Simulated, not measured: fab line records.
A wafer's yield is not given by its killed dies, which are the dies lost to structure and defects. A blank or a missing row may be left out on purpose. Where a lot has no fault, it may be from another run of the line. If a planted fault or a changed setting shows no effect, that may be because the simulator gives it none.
2 desks, one fault	flow gf180mcu	each desk holds nothing but its own numbers, with what lay behind them at the end
Where a reading is given only as a bound, like >300, the bound stands for it, and a mean or a difference that rests on one is marked > or <: the true number lies beyond.

DESK OF THE TOOL OWNER: cvd-w-01
The tool's own readings at GF_V2_CVD_23 (deposits W, target thk 350 nm, time 104.94 s): means of the sampled wafers that have a number, for each lot that ran on this tool. Marked OUT: a lot whose mean sits more than 4 standard deviations from the usual mean, which makes it out of limits; the brackets give that distance.
Columns: A = chamber-pressure-Torr at GF_V2_CVD_23, usual 40.00 Torr; B = heater-power-outer-w at GF_V2_CVD_23, usual 515 W; C = heater-power-w at GF_V2_CVD_23, usual 850 W
lot	first seen here	A	B	C
L865	day 20 04:05	40.08	430	716
L869	day 21 21:14	40.02	583	909
L870	day 22 04:41	40.05	503	826
L872	day 22 19:41	39.91	577	926
L884	day 26 23:18	40.10	504	828
L886	day 27 12:45	39.87	656	1032
L887	day 27 16:52	39.99	578	934
This desk found nothing out of limits on any of the 7 lots.

THE METROLOGY DESK
Lot by lot, what the gauges showed, no matter which tool ran the lot: averages of those sampled wafers that carry a number. Marked OUT: a lot whose mean sits more than 4 standard deviations from the usual mean, which makes it out of limits; the brackets give that distance.
Columns: A = V2_OVL at GF_V2_OVL_MEAS_15, usual -3 nm; B = V2_W_RS at GF_V2_RS_MEAS_24, usual 0.328 ohm/sq; C = V2_W_THK at GF_V2_THK_MEAS_25, usual 342 nm
lot	first seen here	A	B	C
L865	day 20 03:17	3	0.335	337
L868	day 21 10:07	-4	0.328	338
L869	day 21 20:26	-7	0.328	338
L870	day 22 03:31	-7	0.331	340
L871	day 22 08:31	1	0.328	345
L872	day 22 18:52	-3	0.330	343
L873	day 22 23:19	-5	0.329	343
L882	day 26 08:28	-4	44.265 (+99 or more) OUT	<0 (<-63) OUT
L883	day 26 15:08	-6	43.591 (+99 or more) OUT	<0 (<-63) OUT
L884	day 26 22:28	-6	0.329	340
L885	day 27 04:37	-6	0.329	341
L886	day 27 11:55	-1	0.319	351
L887	day 27 16:02	-3	0.325	345
L888	day 27 23:39	1	0.329	343
This desk finds L882, L883 out of limits, with the earliest case on L882 at day 26 09:26 (V2_W_RS at GF_V2_RS_MEAS_24). In limits: L865, L868, L869, L870, L871, L872, L873, L884, L885, L886, L887, L888.

PUT TOGETHER
The metrology desk could have raised an alarm at day 26 09:26, on L882, L883.
The tool owner's desk saw nothing out of limits.
The tool owner's desk has no number on record for L882, L883.
Of the lots named, all ran GF_V2_CVD_23 on cvd-w-01.

WHAT HAD BEEN PUT IN BY THE SIMULATOR
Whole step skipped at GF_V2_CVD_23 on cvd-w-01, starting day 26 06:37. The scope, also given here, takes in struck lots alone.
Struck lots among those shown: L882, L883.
Time in hours between the start of the fault and the first out-of-limits reading at each desk: metrology desk, 3.
